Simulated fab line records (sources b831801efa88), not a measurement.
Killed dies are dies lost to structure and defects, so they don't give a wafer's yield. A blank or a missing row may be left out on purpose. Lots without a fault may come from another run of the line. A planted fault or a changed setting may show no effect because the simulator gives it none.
Matching of chambers	flow sky130	4 sister chambers for SKY_CONTACT_CMP_04 on cmp-02
The step polishes SiO2. 4 wafers are shown with their chamber, then 7 later ones without.

## WAFERS WITH THEIR CHAMBER
wafer	chamber	motorCurrentA (A)
L639.4	3	14.4
L639.6	0	11.8
L641.1	1	10.4
L641.2	2	15.8

## WAFERS WHOSE CHAMBER IS MISSING
wafer	motorCurrentA (A)
L641.6	15.3
L643.1	10.7
L643.3	12.9
L643.5	11.9
L644.1	10.2
L644.5	11.4
L644.6	13.8

## THE CHAMBER EACH PASSED THROUGH
wafer	from the rows above	in truth
L641.6	can't be placed: 2 or 3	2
L643.1	can't be placed: 1 or 0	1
L643.3	can't be placed: 0 or 3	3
L643.5	0	0
L644.1	1	1
L644.5	can't be placed: 0 or 1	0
L644.6	3	3
3 of 7 placed correctly. Cannot be placed on the basis of these rows: 4; the candidates contain the true chamber in 4. Number placed wrongly: 0.
How it was worked out, from the rows above alone: a wafer's distance from a chamber is the root of the sum, over the readings, of the square of ((its reading less the chamber's mean) divided by the reading's scatter). If the next closest chamber is less than 2 further off than the closest, the wafer can't be placed; otherwise it belongs to the closest. The mean given for a chamber averages the wafers shown for that chamber. The scatter: root of mean squared gap, hidden wafer to nearest shown wafer, with one shown wafer a chamber.
